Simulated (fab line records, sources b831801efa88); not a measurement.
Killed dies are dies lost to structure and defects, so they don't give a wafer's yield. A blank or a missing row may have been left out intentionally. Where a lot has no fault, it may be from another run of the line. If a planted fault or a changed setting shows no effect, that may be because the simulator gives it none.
Which of the tools did it? :: flow gf180mcu :: 42 wafers from 14 lots sampled at 5 of the route's 602 steps

== WHAT THE GAUGES SHOWED, per wafer ==
GF_STI_THK_MEAS_02. Usual: STI_OXIDATION_THK gives 9.93 nm (standard deviation 0.2).
lot: L694
measured: day 1 21:31
on: film-metro-03
STI_OXIDATION_THK (nm): 9.79 9.95 9.82
flag: 

lot: L695
measured: day 2 02:33
on: film-metro-02
STI_OXIDATION_THK (nm): 9.97 10.10 10.14
flag: 

lot: L696
measured: day 2 08:25
on: film-metro-01
STI_OXIDATION_THK (nm): 9.83 9.85 9.82
flag: 

lot: L698
measured: day 2 18:01
on: film-metro-01
STI_OXIDATION_THK (nm): 9.79 9.74 9.92
flag: 

lot: L700
measured: day 3 03:32
on: film-metro-02
STI_OXIDATION_THK (nm): 9.91 9.92 10.06
flag: 

lot: L701
measured: day 3 08:47
on: film-metro-02
STI_OXIDATION_THK (nm): 10.29 10.27 9.94
flag: 

lot: L702
measured: day 3 13:38
on: film-metro-01
STI_OXIDATION_THK (nm): 9.93 10.13 10.04
flag: 

lot: L703
measured: day 3 18:32
on: film-metro-02
STI_OXIDATION_THK (nm): 9.63 9.72 9.89
flag: 

lot: L704
measured: day 3 23:31
on: film-metro-02
STI_OXIDATION_THK (nm): 9.93 9.63 9.66
flag: 

lot: L705
measured: day 4 05:19
on: film-metro-03
STI_OXIDATION_THK (nm): 9.43 9.53 9.53
flag: 

lot: L708
measured: day 4 19:31
on: film-metro-02
STI_OXIDATION_THK (nm): 10.14 10.27 10.15
flag: 

lot: L713
measured: day 5 20:49
on: film-metro-03
STI_OXIDATION_THK (nm): 10.10 9.80 10.05
flag: 

lot: L714
measured: day 6 01:50
on: film-metro-02
STI_OXIDATION_THK (nm): 9.91 9.69 9.85
flag: 

lot: L715
measured: day 6 06:31
on: film-metro-03
STI_OXIDATION_THK (nm): 9.80 9.71 9.87
flag: 

GF_STI_CD_MEAS_12: target cd 220 nm. Usual: cd-nm 219.8 nm, standard deviation 1.3.
lot: L694
measured: day 2 11:41
on: cd-sem-01
cd-nm (nm): 221.2 220.0 220.6
flag: 

lot: L695
measured: day 2 15:44
on: cd-sem-01
cd-nm (nm): 222.6 222.1 221.5
flag: 

lot: L696
measured: day 2 21:40
on: cd-sem-02
cd-nm (nm): 217.8 218.0 217.2
flag: 

lot: L698
measured: day 3 08:17
on: cd-sem-02
cd-nm (nm): 219.5 220.2 220.1
flag: 

lot: L700
measured: day 3 17:39
on: cd-sem-02
cd-nm (nm): 220.8 220.1 221.3
flag: 

lot: L701
measured: day 3 23:31
on: cd-sem-01
cd-nm (nm): 221.1 220.7 219.0
flag: 

lot: L702
measured: day 4 04:37
on: cd-sem-01
cd-nm (nm): 220.1 220.7 222.1
flag: 

lot: L703
measured: day 4 09:38
on: cd-sem-02
cd-nm (nm): 218.6 217.7 217.2
flag: 

lot: L704
measured: day 4 14:55
on: cd-sem-01
cd-nm (nm): 219.6 220.2 220.4
flag: 

lot: L705
measured: day 4 21:07
on: cd-sem-01
cd-nm (nm): 220.6 221.0 221.4
flag: 

lot: L708
measured: day 5 11:14
on: cd-sem-02
cd-nm (nm): 219.2 219.4 219.3
flag: 

lot: L713
measured: day 6 13:07
on: cd-sem-02
cd-nm (nm): 217.8 219.2 218.7
flag: 

lot: L714
measured: day 6 18:42
on: cd-sem-02
cd-nm (nm): 217.4 219.1 217.7
flag: 

lot: L715
measured: day 6 23:46
on: cd-sem-02
cd-nm (nm): 218.9 218.5 218.5
flag: 

GF_LVPWELL_TW_MEAS_11. Usual: LVPWELL_TW gives 563 (standard deviation 7.4).
lot: L694
measured: day 4 07:21
on: film-metro-03
LVPWELL_TW: 556 557 558
flag: 

lot: L695
measured: day 4 13:00
on: film-metro-01
LVPWELL_TW: 568 572 572
flag: 

lot: L696
measured: day 4 17:20
on: film-metro-03
LVPWELL_TW: 556 557 554
flag: 

lot: L698
measured: day 5 05:26
on: film-metro-03
LVPWELL_TW: 552 552 553
flag: 

lot: L700
measured: day 5 16:55
on: film-metro-01
LVPWELL_TW: 571 569 569
flag: 

lot: L701
measured: day 6 00:00
on: film-metro-01
LVPWELL_TW: 565 567 567
flag: 

lot: L702
measured: day 6 03:54
on: film-metro-03
LVPWELL_TW: 559 556 559
flag: 

lot: L703
measured: day 6 08:58
on: film-metro-03
LVPWELL_TW: 561 562 561
flag: 

lot: L704
measured: day 6 15:51
on: film-metro-01
LVPWELL_TW: 567 568 570
flag: 

lot: L705
measured: day 6 22:37
on: film-metro-04
LVPWELL_TW: 562 562 564
flag: 

lot: L708
measured: day 7 14:06
on: film-metro-01
LVPWELL_TW: 572 572 571
flag: 

lot: L713
measured: day 8 19:26
on: film-metro-04
LVPWELL_TW: 561 564 568
flag: 

lot: L714
measured: day 9 00:55
on: film-metro-01
LVPWELL_TW: 570 572 573
flag: 

lot: L715
measured: day 9 09:50
on: film-metro-01
LVPWELL_TW: 572 576 573
flag: 

GF_HV_LDD_TW_MEAS_23. Usual: HV_LDD_2_TW gives 1060 (standard deviation 11).
lot: L694
measured: day 11 09:22
on: film-metro-01
HV_LDD_2_TW: 1073 1076 1069
flag: 

lot: L695
measured: day 11 15:38
on: film-metro-01
HV_LDD_2_TW: 1078 1077 1079
flag: 

lot: L696
measured: day 11 21:46
on: film-metro-01
HV_LDD_2_TW: 1074 1080 1075
flag: 

lot: L698
measured: day 12 13:55
on: film-metro-03
HV_LDD_2_TW: 1049 1043 1044
flag: 

lot: L700
measured: day 13 08:02
on: film-metro-01
HV_LDD_2_TW: 1073 1076 1070
flag: 

lot: L701
measured: day 13 15:19
on: film-metro-03
HV_LDD_2_TW: 1053 1053 1047
flag: 

lot: L702
measured: day 13 22:52
on: film-metro-01
HV_LDD_2_TW: 1078 1075 1077
flag: 

lot: L703
measured: day 14 01:28
on: film-metro-03
HV_LDD_2_TW: 1051 1050 1047
flag: 

lot: L704
measured: day 14 09:27
on: film-metro-03
HV_LDD_2_TW: 30 30 1045
flag: OFF

lot: L705
measured: day 14 22:22
on: film-metro-04
HV_LDD_2_TW: 30 1072 1066
flag: OFF

lot: L708
measured: day 15 20:34
on: film-metro-03
HV_LDD_2_TW: 1063 1059 1059
flag: 

lot: L713
measured: day 17 10:32
on: film-metro-04
HV_LDD_2_TW: 1063 1058 1055
flag: 

lot: L714
measured: day 17 17:22
on: film-metro-04
HV_LDD_2_TW: 1059 1055 1056
flag: 

lot: L715
measured: day 18 06:46
on: film-metro-04
HV_LDD_2_TW: 1058 1063 1060
flag: 

== EACH LOT AND THE TOOL THAT RAN IT (in order: tool; ch and the chambers of the sampled wafers; start) ==
lot: L694
GF_HV_LDD_DEVELOP_18: litho-track-04 ch 0, day 11 08:49

lot: L695
GF_HV_LDD_DEVELOP_18: litho-track-03 ch 0, day 11 15:02

lot: L696
GF_HV_LDD_DEVELOP_18: litho-track-03 ch 0, day 11 21:12

lot: L698
GF_HV_LDD_DEVELOP_18: litho-track-02 ch 0, day 12 13:22

lot: L700
GF_HV_LDD_DEVELOP_18: litho-track-03 ch 0, day 13 07:27

lot: L701
GF_HV_LDD_DEVELOP_18: litho-track-04 ch 0, day 13 14:44

lot: L702
GF_HV_LDD_DEVELOP_18: litho-track-03 ch 0, day 13 22:18

lot: L703
GF_HV_LDD_DEVELOP_18: litho-track-04 ch 0, day 14 00:56

lot: L704
GF_HV_LDD_DEVELOP_18: litho-track-04 ch 0, day 14 08:53

lot: L705
GF_HV_LDD_DEVELOP_18: litho-track-04 ch 0, day 14 21:50

lot: L708
GF_HV_LDD_DEVELOP_18: litho-track-03 ch 0, day 15 20:02

lot: L713
GF_HV_LDD_DEVELOP_18: litho-track-04 ch 0, day 17 09:59

lot: L714
GF_HV_LDD_DEVELOP_18: litho-track-04 ch 0, day 17 16:50

lot: L715
GF_HV_LDD_DEVELOP_18: litho-track-02 ch 0, day 18 06:13
- GF_HV_LDD_DEVELOP_18: develop time 60 s.

== WHAT THE TOOLS THEMSELVES READ (means of the sampled wafers that have a number; where no wafer has one, the mark that the record gives instead) ==
The record holds no such reading with a usual standard deviation.

== THE ANSWER, worked out from the rows above alone ==
Rule: a lot is off if the mean of its wafers that have a number lies more than 3 standard deviations from the usual mean. A lot without any number at a reading at which 4 lots or more have one is off too. Where the step has rows for the other lots, those lots are counted as sound. The gauges are gone through in route order, then the tools' own readings, and for those a lot's mean is taken as printed above. At the first step where some lot is off, the reading lying furthest off is the one used; lots without a number count as furthest.
Off: L704, L705, at GF_HV_LDD_TW_MEAS_23 (HV_LDD_2_TW).
A tool fits if, at a process step before that reading, it ran every lot that is off, and no sound lot after the first of them. Those tools and the gauges at GF_HV_LDD_TW_MEAS_23 are tried in the same way. None of those tried fits.

== WHAT THE SIMULATOR PUT IN ==
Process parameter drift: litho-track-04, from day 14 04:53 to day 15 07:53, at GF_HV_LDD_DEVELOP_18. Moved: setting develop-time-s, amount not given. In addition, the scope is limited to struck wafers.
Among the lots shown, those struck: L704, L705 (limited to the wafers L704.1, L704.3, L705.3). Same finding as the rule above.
